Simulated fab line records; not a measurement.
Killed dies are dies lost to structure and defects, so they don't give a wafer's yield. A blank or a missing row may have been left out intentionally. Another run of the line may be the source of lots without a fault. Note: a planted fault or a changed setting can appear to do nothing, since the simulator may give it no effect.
Comparing a struck lot with a sound one + flow sky130 + 16 steps out of a route of 708
Sound: these wafers, L681.1, L681.3, L681.4. Struck: wafer L690.2 (L690.1, L690.6, from the same lot, were not struck and are left out); the cause is given at the end.
Per side, at each step with rows, come the tool, then ch with its chambers, and then its first start. Under that, the readings that differ: sound wafers + struck wafers + difference of the means + sigmas: that difference in standard deviations of wafers without a fault.
alike: readings with means less than 2 such deviations apart, plus words and numbers identical on both sides. not compared: withheld readings, readings lacking a value on some wafer, bounds such as >300 that could conceal the same value, and numbers that have no deviation in the record and whose values overlap.
Wherever a step has rows on one side only, a row that says differs or no value, or a row with sigmas, the two part there. When numbers do not overlap yet have no deviation, they are printed without sigmas and do not part them. A reading missing from all wafers of one side parts the sides only when that side holds two or more wafers.

SKY_VIA1_CMP_02: polishes SiO2.
  sound on cmp-01 ch 0,1,3, day 35 19:52; struck on cmp-01 ch 0, day 38 12:37
  alike: motor-current-A
SKY_VIA1_BOW_MEAS_03:
  sound on film-metro-02 at day 35 20:10; struck on film-metro-01 at day 38 12:55
  alike: VIA1_BOW
then, 8 steps without rows for these wafers: SKY_VIA1_DEHYDRATE_04 (time 60 s); SKY_VIA1_HMDS_05 (prime time 60 s); SKY_VIA1_COAT_06 (resist thk 60 nm); SKY_VIA1_COAT_07 (resist thk 450 nm); SKY_VIA1_SOFTBAKE_08 (time 90 s); SKY_VIA1_EXPOSE_09 (exposes mask VIM, target cd 150 nm); SKY_VIA1_PEB_10; SKY_VIA1_DEVELOP_11 (develop time 60 s).
SKY_VIA1_CD_MEAS_12: target cd 150 nm.
  sound on cd-sem-02 at day 36 22:25; struck on cd-sem-01 at day 39 14:16
  alike: cd-nm
SKY_VIA1_OVL_MEAS_13:
  sound on overlay-01 at day 36 22:32; struck on overlay-01 at day 39 14:23
  alike: VIA1_OVL
SKY_VIA1_ETCH_14: etches BARC in N2/H2, stops on SiO2, time 45.9 s, target depth 60 nm.
  sound on rie-diel-03 ch 0,2,3, day 36 22:34; struck on rie-diel-01 ch 1, day 39 14:25
| reading                                     | sound             | struck | difference | sigmas |
|---------------------------------------------|-------------------|--------|------------|--------|
| rf-fwd-power-W (W)                          | 491.3 496.1 495.6 | 416.8  | -77.5      | -39    |
| rf-hours-counter-h (h)                      | 4 2 1             | 14     | +12        |        |
| model.KrF-thick_of_VIA1_COAT_07.thk-nm (nm) | 392.7 391.7 392   | 400.8  | +8.7       |        |
  alike: drypump-motor-current-A, h2-flow-sccm, oes-product-au, throttle-valve-pct
SKY_VIA1_ETCH_15: etches SiO2 in C4F8/O2/Ar, stops on TiN, target depth 351 nm, time 54 s.
  sound on rie-diel-03 ch 0,2,3, day 36 22:37; struck on rie-diel-01 ch 1, day 39 14:28
| reading                                     | sound             | struck | difference | sigmas |
|---------------------------------------------|-------------------|--------|------------|--------|
| rf-hours-counter-h (h)                      | 4 2 1             | 14     | +12        |        |
| model.KrF-thick_of_VIA1_COAT_07.thk-nm (nm) | 321.4 319.4 320.2 | 330.5  | +10.2      |        |
  alike: oes-product-au, rf-fwd-power-W
SKY_VIA1_STRIP_16: strips in O2/N2.
  sound on plasma-asher-03 ch 0,1, day 36 22:40; struck on plasma-asher-01 ch 0, day 39 14:31
| reading                      | sound          | struck | difference | sigmas |
|------------------------------|----------------|--------|------------|--------|
| strip-time-to-endpoint-s (s) | 4.44 4.43 4.43 | 4.56   | +0.13      | +4     |
  alike: drypump-motor-current-A, oes-product-au
  not compared: rf-hours-counter-h
-- the record jumps here: 11 days lie between the struck wafers' starts before and after (it left off in module VIA1 and takes up again in module PAD_OPEN, whose first step shown is number 708 of the route) --
SKY_PAD_OPEN_PROBE_99:
  rows exist in the record for the struck wafers here (prober-02, day 50 06:08), but not for the sound ones

== WHERE THEY PART ==
Last at SKY_PAD_OPEN_PROBE_99 as far as this record goes, first at SKY_VIA1_ETCH_14.

WHY: what had been put in by the simulator
rie-diel-01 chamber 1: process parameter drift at SKY_VIA1_ETCH_14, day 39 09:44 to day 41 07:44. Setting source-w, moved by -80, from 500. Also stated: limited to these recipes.
